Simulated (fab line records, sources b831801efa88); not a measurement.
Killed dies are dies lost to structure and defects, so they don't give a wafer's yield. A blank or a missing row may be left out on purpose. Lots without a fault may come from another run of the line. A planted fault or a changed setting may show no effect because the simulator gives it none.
Problem report in the 8D (eight disciplines) form, filled by code | flow gf180mcu | the parts of the form that need people (team, actions taken, sign-off) are left out

1. THE PROBLEM
STI_OXIDATION_02_THK at GF_STI_THK_MEAS_30 reads a mean of 11.38 nm on 6 wafers of 2 lots; wafers without a fault read 10.09 nm with a standard deviation of 0.16. That is +8.1 standard deviations from the usual mean.
First seen on wafer L969.2, day 6 03:18, on film_metro-01. The record holds 39 wafers of 13 lots with a number at this step. Rule for "out", or "out of limits": more than 4 standard deviations from the usual mean. The other wafers with a number count as sound.

2. WHAT IT IS AND WHAT IT IS NOT
question                    | is                           | is not
which readings at this step | STI_OXIDATION_02_THK         | -
which lots                  | L969, L974                   | L951, L952, L953, L955, L956, L957, L958, L959, L961, L963, L970
which wafers of those lots  | all that have a number       | -
read on which gauges        | film_metro-01, film_metro-03 | film_metro-04
when                        | from day 6 03:18             | up to then (30 sound wafers); but 3 sound wafers of L970 came after

3. SUSPECTS, AND WHAT RULES EACH OUT
Counting: a tool at a process step up to the reading stays a suspect if it ran every lot that is out and no sound lot after the first of them.
- the gauge at GF_STI_THK_MEAS_30: ruled out. The wafers that are out were read on 2 gauges (film_metro-01, film_metro-03).
- furnace-01 at GF_STI_OXIDATION_29 (stabilise 600 s, purge 300 s, target thk 10 nm): kept. It ran every lot that is out, first L969 (day 6 01:54), and no sound lot after that; its last sound lot up to then is L963 (day 4 19:12).
Left after counting: furnace-01 at GF_STI_OXIDATION_29.

4. THE CAUSE (what the simulator had put in)
Process parameter drift: furnace-01, from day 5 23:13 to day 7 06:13, at GF_STI_OXIDATION_29. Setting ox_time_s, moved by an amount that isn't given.
Counting left only this tool.

5. THE CHAIN OF EFFECTS, in route order
Each row: a reading whose mean over the struck wafers that have a number lies more than 3 standard deviations from the usual. Only readings for which the record gives a usual standard deviation are gone through. hours: the time from each lot's start at the first step in this table that gives one to its start at this step, as a median over the lots. sigmas: the change in usual standard deviations.
hours | step               | reading              | usual    | on struck wafers | change | sigmas
0     | GF_STI_THK_MEAS_30 | STI_OXIDATION_02_THK | 10.09 nm | 11.38            | +1.29  | +8.1
Later measuring or inspecting steps at which every struck wafer that the step has a row for has a number for every such reading, and none has moved that far: GF_NWELL_OVL_MEAS_07.

6. WHAT WOULD HAVE CAUGHT IT SOONER
In this record the first reading out of limits at a measuring or inspecting step was taken at day 6 03:18, 4 hours after the fault began at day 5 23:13.
Of the tool readings at GF_STI_OXIDATION_29 for which the record gives a usual standard deviation, none was out on any struck wafer, so an alarm limit of 4 standard deviations on them would not have fired.
Of the lots that are out (2), L974 began GF_STI_OXIDATION_29 on furnace-01 after day 6 03:18. A hold on the tool at that time would have spared it.
